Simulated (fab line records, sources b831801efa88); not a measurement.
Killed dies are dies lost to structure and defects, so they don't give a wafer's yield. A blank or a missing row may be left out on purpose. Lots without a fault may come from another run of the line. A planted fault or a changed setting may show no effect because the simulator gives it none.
One fault seen from 2 desks | flow sky130 | each desk has only its own numbers; what lay behind them comes last

THE METROLOGY DESK
What the gauges read, lot by lot, whatever tool the lot ran on: means of the sampled wafers that have a number. A lot is out of limits, marked OUT, if its mean lies more than 4 standard deviations from the usual mean; the brackets give that distance.
Columns: A = FIELD_ISO_CVD_24_THK at SKY_FIELD_ISO_THK_MEAS_25, usual 593 nm; B = cd_nm at SKY_SONOS_TUNNEL_CD_MEAS_07, usual 409.7 nm
lot  | first seen here | A   | B
L236 | day 2 09:58     | 584 | 410.2
L237 | day 2 12:21     | 584 | 410.0
L238 | day 2 17:03     | 589 | 411.8
L239 | day 2 22:22     | 591 | 408.7
L240 | day 3 07:02     | 597 | 409.1
L247 | day 4 15:18     | 592 | 407.1
L249 | day 5 04:54     | 593 | 408.2
L251 | day 5 14:38     | 594 | 414.5
L252 | day 5 18:40     | 592 | 406.9
L254 | day 6 03:59     | 597 | 410.2
L255 | day 6 12:13     | 592 | 410.4
L256 | day 6 14:38     | 595 | 414.1
L257 | day 6 21:57     | 592 | 409.2
L259 | day 7 13:35     | 602 | 407.6
This desk's finding: nothing out of limits on any of the 14 lots.

THE TOOL OWNER'S DESK: rie_metal-02
The tool's own readings at SKY_METAL5_METAL_ETCH_15 (etches the open film in Cl2/BCl3, stops on SiO2, target depth 1260 nm, time 252 s): means of the sampled wafers that have a number, for each lot that ran on this tool. A lot is out of limits, marked OUT, if its mean lies more than 4 standard deviations from the usual mean; the brackets give that distance.
Columns: A = drypump_motor_current_A at SKY_METAL5_METAL_ETCH_15, usual 5.8 A; B = oes_product_au at SKY_METAL5_METAL_ETCH_15, usual 0.894 a.u.; C = throttle_valve_pct at SKY_METAL5_METAL_ETCH_15, usual 22.263 %
lot  | first seen here | A   | B     | C
L236 | day 43 19:22    | 5.9 | 0.896 | 22.268
L237 | day 43 23:22    | 5.9 | 0.890 | 22.255
L238 | day 44 04:53    | 5.9 | 0.895 | 22.259
L240 | day 44 20:31    | 6.0 | 0.891 | 22.254
L247 | day 46 14:59    | 6.0 | 0.899 | 22.272
L249 | day 47 03:35    | 6.0 | 0.892 | 22.261
This desk's finding: nothing out of limits on any of the 6 lots.

PUT TOGETHER
The metrology desk saw nothing out of limits.
The tool owner's desk saw nothing out of limits.

WHAT THE SIMULATOR HAD PUT IN
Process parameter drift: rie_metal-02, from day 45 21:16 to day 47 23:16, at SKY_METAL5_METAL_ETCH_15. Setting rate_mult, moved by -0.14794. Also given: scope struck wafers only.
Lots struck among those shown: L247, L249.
